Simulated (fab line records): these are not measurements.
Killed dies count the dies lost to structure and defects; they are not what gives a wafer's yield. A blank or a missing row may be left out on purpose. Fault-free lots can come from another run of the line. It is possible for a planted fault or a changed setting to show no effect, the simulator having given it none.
Comparing a struck lot with a sound one / flow sky130 / 31 steps out of a route of 708
Sound: the wafers L423.2, L423.5, L423.6. Struck: wafers L444.1, L444.2, L444.5. Last of all comes the cause.
For every step that has rows: the tool of each side, followed by ch and its chambers, followed by its first start. Under that, the readings that differ: sound wafers / struck wafers / difference of the means / sigmas: that difference in standard deviations of wafers without a fault.
alike: same words and numbers on both sides, and readings whose means sit less than 2 such deviations apart. not compared: any withheld reading, any reading some wafer has no value for, any bound like >300 that may hide the same value, and any number with overlapping values for which the record gives no deviation.
A row with sigmas, a row that says differs or no value, or rows on one side alone: a step with any of these is where the two part. Numbers that have no deviation but don't overlap get no sigmas and don't part them. Lack of a reading on every wafer of one side parts them only where that side has two or more wafers.

first, 1 step without rows for these wafers: SKY_NWELL_IMPLANT_13.
SKY_NWELL_STRIP_14: strips in O2/N2.
  sound on plasma-asher-04 ch 0,1, day 5 01:19; struck on plasma-asher-02 ch 0,1, day 10 07:01
  alike: chamber-pressure-mTorr, drypump-motor-current-A, oes-product-au, strip-time-to-endpoint-s
  not compared: rf-hours-counter-h
SKY_NWELL_TW_MEAS_15:
  sound on film-metro-04, day 5 01:26; struck on film-metro-01, day 10 07:07
  alike: NWELL_TW
then, 7 steps without rows for these wafers: SKY_NWELL_DEHYDRATE_16 (time 60 s); SKY_NWELL_HMDS_17 (prime time 60 s); SKY_NWELL_COAT_18 (resist thk 3000 nm); SKY_NWELL_SOFTBAKE_19; SKY_NWELL_EXPOSE_20 (exposes mask NWM COMPLEMENT, target cd 840 nm); SKY_NWELL_PEB_21; SKY_NWELL_DEVELOP_22 (develop time 60 s).
SKY_NWELL_OVL_MEAS_23:
  sound on overlay-01, day 5 18:53; struck on overlay-01, day 11 05:54
  alike: NWELL_01_OVL
after that, 1 step had no rows for these wafers: SKY_NWELL_IMPLANT_24.
SKY_NWELL_STRIP_25: strips in O2/N2.
  sound on plasma-asher-02 ch 0,1, day 5 19:04; struck on plasma-asher-02 ch 0,1, day 11 06:05
  no value came back on the struck wafers for chamber-pressure-mTorr (mTorr), drypump-motor-current-A (A), oes-product-au (a.u.), strip-time-to-endpoint-s (s); on the sound wafers chamber-pressure-mTorr (mTorr) reads 1501.2 1499.6 1500.8
reading=model.coat_of_NWELL_COAT_18.thk-nm (nm); sound=0 0 0; struck=2990 2985 2992; difference=+2989; sigmas=
  not compared: rf-hours-counter-h
SKY_NWELL_TW_MEAS_26:
  sound on film-metro-04, day 5 19:10; struck on film-metro-03, day 11 06:11
reading=NWELL_2_TW; sound=487 490 489; struck=505 506 507; difference=+17; sigmas=+2
then, 1 step without rows for these wafers: SKY_NWELL_CLEAN_27 (cleans in SC1/SC2, time 150 s).
SKY_NWELL_RTA_28: time 30 s.
  sound on rtp-anneal-02 ch 0, day 5 19:18; struck on rtp-anneal-02 ch 0, day 11 06:18
reading=lamp-power-pct (%); sound=25.42 25.33 25.31; struck=25.22 25.25 25.24; difference=-0.12; sigmas=-2
  alike: chamber-o2-ppm, wafer_temp_C_max
SKY_NWELL_RS_MEAS_29: measures by four-point-probe.
  sound on film-metro-03, day 5 19:24; struck on film-metro-01, day 11 06:24
  alike: NWELL_RS
SKY_NWELL_RS_MEAS_31: measures by four-point-probe.
  sound on film-metro-03, day 5 19:38; struck on film-metro-01, day 11 06:38
  alike: PWDE_RS
then, 7 steps without rows for these wafers: SKY_VT_ADJUST_HVTP_DEHYDRATE_00 (time 60 s); SKY_VT_ADJUST_HVTP_HMDS_01 (prime time 60 s); SKY_VT_ADJUST_HVTP_COAT_02 (resist thk 1140 nm); SKY_VT_ADJUST_HVTP_SOFTBAKE_03 (time 60 s); SKY_VT_ADJUST_HVTP_EXPOSE_04 (exposes mask HVTPM, target cd 380 nm); SKY_VT_ADJUST_HVTP_PEB_05; SKY_VT_ADJUST_HVTP_DEVELOP_06 (develop time 60 s).
SKY_VT_ADJUST_HVTP_CD_MEAS_07 targets a cd of 380 nm.
  sound on cd-sem-02, day 6 14:12; struck on cd-sem-02, day 12 06:47
  alike: cd-nm
SKY_VT_ADJUST_HVTP_OVL_MEAS_08:
  sound on overlay-01, day 6 14:18; struck on overlay-02, day 12 06:54
  alike: VT_ADJUST_HVTP_OVL
after that, 1 step had no rows for these wafers: SKY_VT_ADJUST_HVTP_IMPLANT_09.
SKY_VT_ADJUST_HVTP_STRIP_10: strips in O2/N2.
  sound on plasma-asher-04 ch 0,1, day 6 14:29; struck on plasma-asher-01 ch 0,1, day 12 07:05
reading=oes-product-au (a.u.); sound=0.712 0.712 0.709; struck=0.728 0.734 0.727; difference=+0.019; sigmas=+4
reading=strip-time-to-endpoint-s (s); sound=14.16 14.21 14.18; struck=58.58 58.55 58.62; difference=+44.40; sigmas=+99 or more
  alike: chamber-pressure-mTorr, drypump-motor-current-A
  not compared: rf-hours-counter-h
SKY_VT_ADJUST_HVTP_TW_MEAS_11:
  sound on film-metro-04, day 6 14:35; struck on film-metro-04, day 12 07:11
reading=VT_ADJUST_HVTP_TW; sound=1345 1345 1355; struck=30 30 30; difference=-1318; sigmas=-82
then, 1 step without rows for these wafers: SKY_VT_ADJUST_LVTN_DEHYDRATE_00 (time 60 s).

== WHERE THEY PART ==
Earliest at SKY_NWELL_STRIP_25; latest, in this record, at SKY_VT_ADJUST_HVTP_TW_MEAS_11.

WHY: the cause the simulator had injected
At SKY_NWELL_STRIP_25, the step was skipped entirely on plasma-asher-02 from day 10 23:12 on. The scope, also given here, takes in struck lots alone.
